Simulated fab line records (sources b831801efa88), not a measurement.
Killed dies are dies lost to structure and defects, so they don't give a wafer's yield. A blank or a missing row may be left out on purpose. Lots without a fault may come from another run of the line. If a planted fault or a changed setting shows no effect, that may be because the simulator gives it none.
Which tool did it? -- flow gf180mcu -- 14 lots with 42 wafers sampled at 5 steps, on a route of 602 steps

WHAT EACH GAUGE READ, for each wafer
GF_VT_IMPLANT_OVL_MEAS_40.
lot,measured,on,VT_IMPLANT_03_OVL (nm)
L676,day 7 19:31,overlay-01,1.8 0.3 3.0
L677,day 8 05:37,overlay-01,0.5 1.1 0.1
L679,day 8 14:55,overlay-02,0.7 2.1 0.7
L680,day 9 00:00,overlay-02,-1.4 -1.2 -1.9
L681,day 9 07:58,overlay-01,1.0 0.9 1.6
L682,day 9 09:31,overlay-01,1.2 1.3 0.2
L683,day 9 20:20,overlay-02,-3.1 -1.3 -1.3
L684,day 10 06:48,overlay-02,-0.5 0.4 -1.2
L685,day 10 10:25,overlay-01,0.9 0.7 2.1
L686,day 10 17:07,overlay-02,-0.8 1.7 1.1
L687,day 11 04:11,overlay-02,-1.7 -0.4 1.8
L688,day 11 06:36,overlay-01,2.1 1.1 0.7
L689,day 11 10:37,overlay-01,3.3 2.1 1.7
L698,day 14 07:33,overlay-01,-0.9 0.0 0.6

GF_POLY_GATE_CD_MEAS_10: target cd 280 nm.
lot,measured,on,cdNm (nm)
L676,day 9 11:45,cdSem-01,278.3 277.5 279.2
L677,day 9 20:49,cdSem-02,279.7 280.5 280.7
L679,day 10 08:58,cdSem-01,281.5 280.7 281.3
L680,day 10 17:03,cdSem-01,279.3 279.6 280.1
L681,day 11 03:46,cdSem-01,282.2 282.4 282.5
L682,day 11 04:37,cdSem-02,279.2 280.2 280.4
L683,day 11 14:37,cdSem-01,278.9 279.4 278.2
L684,day 12 00:51,cdSem-01,280.2 280.7 279.5
L685,day 12 06:26,cdSem-01,281.2 280.3 280.4
L686,day 12 10:53,cdSem-01,280.7 280.0 280.6
L687,day 12 21:22,cdSem-02,281.0 281.0 281.6
L688,day 13 14:50,cdSem-01,277.1 276.1 275.7 276.5 276.2 276.1
L689,day 13 15:08,cdSem-01,274.6 274.7 275.1 274.7 274.5 275.0
L698,day 16 08:18,cdSem-01,280.2 279.2 279.0

GF_V1_BOW_MEAS_05.
lot,measured,on,V1_BOW (um)
L676,day 17 17:07,filmMetro-03,77 81 86
L677,day 18 10:50,filmMetro-04,77 80 73
L679,day 18 17:12,filmMetro-03,84 78 81
L680,day 19 15:32,filmMetro-04,82 88 81
L681,day 19 19:16,filmMetro-04,80 77 77
L682,day 19 17:49,filmMetro-01,91 75 84
L683,day 20 15:51,filmMetro-03,77 65 77
L684,day 20 18:31,filmMetro-04,80 72 70
L685,day 21 00:32,filmMetro-03,73 77 86
L686,day 21 03:47,filmMetro-01,62 81 69
L687,day 21 23:48,filmMetro-04,77 81 70
L688,day 22 18:22,filmMetro-03,80 77 78
L689,day 22 18:32,filmMetro-04,93 91 81
L698,day 25 14:31,filmMetro-04,66 82 74

TOOL THAT RAN EACH LOT (tool first, then ch and the chambers of the sampled wafers, then the start)
lot,GF_POLY_GATE_PEB_08,GF_M1_SPUTTER_00
L676,"lithoTrack-02 ch 0, day 9 11:24","pvdSputter-02, day 16 16:43"
L677,"lithoTrack-04 ch 0, day 9 20:28","pvdSputter-01, day 17 09:22"
L679,"lithoTrack-02 ch 0, day 10 08:38","pvdSputter-01, day 17 16:13"
L680,"lithoTrack-02 ch 0, day 10 16:42","pvdSputter-03, day 18 13:57"
L681,"lithoTrack-01 ch 0, day 11 03:25","pvdSputter-03, day 18 16:53"
L682,"lithoTrack-04 ch 0, day 11 04:17","pvdSputter-02, day 18 16:07"
L683,"lithoTrack-04 ch 0, day 11 14:17","pvdSputter-03, day 19 14:03"
L684,"lithoTrack-04 ch 0, day 12 00:30","pvdSputter-03, day 19 17:10"
L685,"lithoTrack-04 ch 0, day 12 06:03","pvdSputter-01, day 19 22:52"
L686,"lithoTrack-02 ch 0, day 12 10:34","pvdSputter-03, day 20 02:01"
L687,"lithoTrack-01 ch 0, day 12 21:02","pvdSputter-03, day 20 22:22"
L688,"lithoTrack-02 ch 0, day 13 14:18","pvdSputter-01, day 21 17:02"
L689,"lithoTrack-02 ch 0, day 13 14:45","pvdSputter-02, day 21 17:46"
L698,"lithoTrack-01 ch 0, day 16 07:57","pvdSputter-03, day 24 14:53"
- GF_POLY_GATE_PEB_08: peb time 90 s.
- GF_M1_SPUTTER_00: material Ti, target thk 37.5 nm, time 150 s.

WHAT THE TOOLS THEMSELVES READ (means of the sampled wafers that have a number; where no wafer has one, the mark that the record gives instead)
GF_M1_SPUTTER_00.
lot,tool,throttleValvePct (%)
L676,pvdSputter-02,29.9
L677,pvdSputter-01,28.6
L679,pvdSputter-01,29.9
L680,pvdSputter-03,30.7
L681,pvdSputter-03,30.8
L682,pvdSputter-02,29.7
L683,pvdSputter-03,29.8
L684,pvdSputter-03,29.2
L685,pvdSputter-01,27.9
L686,pvdSputter-03,31.5
L687,pvdSputter-03,30.3
L688,pvdSputter-01,28.9
L689,pvdSputter-02,30.2
L698,pvdSputter-03,31.4

THE ANSWER, worked out from the rows above alone
Rule: the lots themselves supply what counts as usual. The widest of any qualifying gaps counts: lots, ordered by their means at a reading, are off when they make up no more than a third of the lots, leave a main group of 4 or more, and stand apart from it by 3 or more times the standard deviation of that group's means. Not used: any main group whose means are identical at the precision the tables above print for the reading. Also off: a lot with no number at a reading for which 4 or more lots have one. The other lots that the step has rows for count as sound. First the gauges in route order, then the tools' own readings, where a lot's mean is used as printed above. At the first step where some lot is off, the reading lying furthest off is the one used; lots without a number count as furthest.
No lot is off at any reading shown: from this, nothing can be told.

WHAT THE SIMULATOR PUT IN
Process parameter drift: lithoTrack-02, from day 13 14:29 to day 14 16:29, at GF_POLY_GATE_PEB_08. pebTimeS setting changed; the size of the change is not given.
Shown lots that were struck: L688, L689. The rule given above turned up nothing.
